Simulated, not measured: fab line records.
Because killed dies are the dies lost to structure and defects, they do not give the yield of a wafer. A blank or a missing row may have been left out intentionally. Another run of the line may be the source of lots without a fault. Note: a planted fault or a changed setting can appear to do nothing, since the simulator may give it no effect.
Which of the tools did it? || flow sky130 || 21 wafers sampled from 7 lots at 1 step of a route of 708

WHAT EACH GAUGE READ, for each wafer
SKY_NWELL_RS_MEAS_29: measures by four-point-probe.
{"lot": "L512", "measured": "day 5 16:23", "on": "film-metro-01", "NWELL_RS (ohm/sq)": "627.0 627.9 627.0"}
{"lot": "L515", "measured": "day 6 09:47", "on": "film-metro-01", "NWELL_RS (ohm/sq)": "625.6 625.4 629.0"}
{"lot": "L521", "measured": "day 7 19:50", "on": "film-metro-03", "NWELL_RS (ohm/sq)": "625.8 628.7 628.1"}
{"lot": "L523", "measured": "day 8 06:57", "on": "film-metro-01", "NWELL_RS (ohm/sq)": "627.2 629.1 630.8"}
{"lot": "L530", "measured": "day 10 02:12", "on": "film-metro-02", "NWELL_RS (ohm/sq)": "628.6 629.4 630.5"}
{"lot": "L532", "measured": "day 10 16:12", "on": "film-metro-01", "NWELL_RS (ohm/sq)": "628.4 627.7 626.6"}
{"lot": "L534", "measured": "day 11 01:35", "on": "film-metro-01", "NWELL_RS (ohm/sq)": "628.4 629.0 628.9"}

TOOL THAT RAN EACH LOT (tool first, then ch and the chambers of the sampled wafers, then the start)
There is no process step in the record ahead of these readings.

THE ANSWER, worked out from the rows above alone
Rule: what is usual is taken from the lots themselves. The widest of any qualifying gaps counts: lots, ordered by their means at a reading, are off when they make up no more than a third of the lots, leave a main group of 4 or more, and stand apart from it by 3 or more times the standard deviation of that group's means. The tables above print the reading to a certain number of digits; a main group whose means all agree to those digits is not used. Also off: a lot with no number at a reading for which 4 or more lots have one. All remaining lots with rows at the step are treated as sound.
No lot is off on any of the readings shown, so nothing can be concluded from this.

WHAT THE SIMULATOR HAD PUT IN
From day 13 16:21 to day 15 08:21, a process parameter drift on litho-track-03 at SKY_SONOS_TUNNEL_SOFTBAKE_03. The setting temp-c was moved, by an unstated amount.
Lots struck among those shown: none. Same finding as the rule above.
